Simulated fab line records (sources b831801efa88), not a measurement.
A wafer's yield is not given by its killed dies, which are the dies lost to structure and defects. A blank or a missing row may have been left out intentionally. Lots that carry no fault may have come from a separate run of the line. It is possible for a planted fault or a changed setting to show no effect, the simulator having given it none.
Chamber matching    flow gf180mcu    4 sister chambers for GF_V5_CMP_26 on cmp-01
The step polishes, stops on SiO2, t overpolish 15 s, target thk 0 nm. 16 wafers are shown with their chamber, then 8 later ones without.

== WAFERS, EACH WITH ITS CHAMBER ==
wafer   chamber  motor current A (A)  time to endpoint s (s)  head pressure psi (psi)
L462.2  3        10.3                 83                      3.509
L462.3  0        11.2                 90                      3.493
L462.5  2        10.2                 83                      3.499
L463.2  1        11.8                 89                      3.509
L463.3  2        10.6                 85                      3.501
L463.5  2        10.0                 82                      3.495
L465.1  1        12.4                 91                      3.493
L465.2  3        10.7                 84                      3.504
L465.3  2        10.6                 88                      3.495
L466.1  3        11.1                 87                      3.497
L466.2  2        10.7                 85                      3.504
L466.3  1        11.6                 90                      3.499
L471.1  2        10.6                 83                      3.496
L471.3  3        10.6                 79                      3.508
L471.6  1        11.2                 87                      3.498
L479.2  2        10.0                 86                      3.493

SIGNATURES, as means of the wafers listed above
reading             chamber 0  chamber 1  chamber 2  chamber 3  scatter within a chamber
motor current A     11.200     11.750     10.386     10.675     0.37
time to endpoint s  90.00      89.25      84.57      83.25      2.37
head pressure psi   3.49300    3.49975    3.49757    3.50450    0.00513
Rule: a wafer lies at a distance from a chamber equal to the root of the sum of squares, over the readings, of (its reading less the chamber's mean, divided by the reading's scatter). If the next closest chamber is less than 2 further off than the closest, the wafer can't be placed; otherwise it belongs to the closest. The scatter is the square root of a quotient: the sum, over the shown wafers, of each reading's squared deviation from its chamber's mean, divided by wafers minus chambers.

== WAFERS MISSING THEIR CHAMBER ==
wafer   motor current A (A)  time to endpoint s (s)  head pressure psi (psi)
L479.3  11.5                 87                      3.505
L479.4  10.8                 87                      3.501
L483.2  10.2                 84                      3.504
L483.4  10.9                 90                      3.493
L483.6  9.9                  84                      3.500
L484.3  11.4                 92                      3.498
L484.5  11.9                 87                      3.496
L484.6  11.3                 89                      3.500

== WHICH CHAMBER EACH ONE RAN IN ==
wafer   from the rows above                in truth
L479.3  can't be placed: 1 or 3 or 0 or 2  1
L479.4  can't be placed: 2 or 3 or 0 or 1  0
L483.2  can't be placed: 3 or 2            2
L483.4  can't be placed: 0 or 1            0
L483.6  can't be placed: 2 or 3            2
L484.3  can't be placed: 0 or 1            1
L484.5  can't be placed: 1 or 0            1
L484.6  can't be placed: 1 or 0 or 3 or 2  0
0 of 8 placed correctly. From these rows, 8 cannot be placed; in 8 the true chamber is one of the candidates. Placed wrongly: 0.
